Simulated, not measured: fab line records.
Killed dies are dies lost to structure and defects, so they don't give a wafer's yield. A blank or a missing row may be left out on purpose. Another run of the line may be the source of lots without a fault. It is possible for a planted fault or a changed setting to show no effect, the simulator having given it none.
Which tool is to blame? -- flow gf180mcu -- Sampling: 7 lots, 21 wafers, 2 of 602 route steps

WHAT THE GAUGES READ, wafer by wafer
GF_POLY_GATE_THK_MEAS_01.
lot,measured,on,POLY_GATE_CVD_00_THK (nm)
L207,day 8 17:11,filmMetro-02,198.8 199.3 197.3
L209,day 9 06:37,filmMetro-01,198.6 200.2 200.2
L212,day 10 06:28,filmMetro-01,199.8 198.6 198.4
L214,day 10 19:04,filmMetro-03,200.0 201.3 202.6
L216,day 11 10:28,filmMetro-02,200.5 200.4 200.2
L220,day 12 11:34,filmMetro-01,200.1 199.8 198.2
L229,day 15 09:50,filmMetro-02,336.2 336.1 334.4

WHAT TOOL EACH LOT RAN ON (gives the tool, then ch and the chambers of the sampled wafers, and finally the start)
lot,GF_POLY_GATE_CVD_00
L207,"lpcvd-01 ch 1, day 8 15:44"
L209,"lpcvd-02 ch 0, day 9 05:17"
L212,"lpcvd-02 ch 1, day 10 05:08"
L214,"lpcvd-01 ch 0, day 10 17:44"
L216,"lpcvd-02 ch 0, day 11 09:07"
L220,"lpcvd-02 ch 0, day 12 10:14"
L229,"lpcvd-01 ch 0, day 15 08:30"
- GF_POLY_GATE_CVD_00: deposits poly-Si, target thk 200 nm, time 1200 s.

THE ANSWER, worked out from the rows above alone
Rule: what is usual is taken from the lots themselves. Put in order of their means at a reading, lots are off if they are a third of the lots or fewer, leave a main group of 4 or more, and stand apart from it by a gap of 3 or more times the standard deviation of the main group's means; of several such gaps the widest counts. A main group whose means are all the same, to the digits that the tables above print for the reading, isn't used. Also off: a lot with no number at a reading for which 4 or more lots have one. The other lots that the step has rows for count as sound.
Off: at GF_POLY_GATE_THK_MEAS_01 (POLY_GATE_CVD_00_THK), L229. Main group: mean 199.7 nm, sd 0.93.
If a tool, at a process step before that reading, ran all the lots that are off and no sound lot after the first of them, it fits. Those tools and the gauges at GF_POLY_GATE_THK_MEAS_01 are tried in the same way. Undecided on this evidence; 2 tools fit (lpcvd-01 at GF_POLY_GATE_CVD_00, filmMetro-02 at GF_POLY_GATE_THK_MEAS_01).

WHAT THE SIMULATOR PUT IN
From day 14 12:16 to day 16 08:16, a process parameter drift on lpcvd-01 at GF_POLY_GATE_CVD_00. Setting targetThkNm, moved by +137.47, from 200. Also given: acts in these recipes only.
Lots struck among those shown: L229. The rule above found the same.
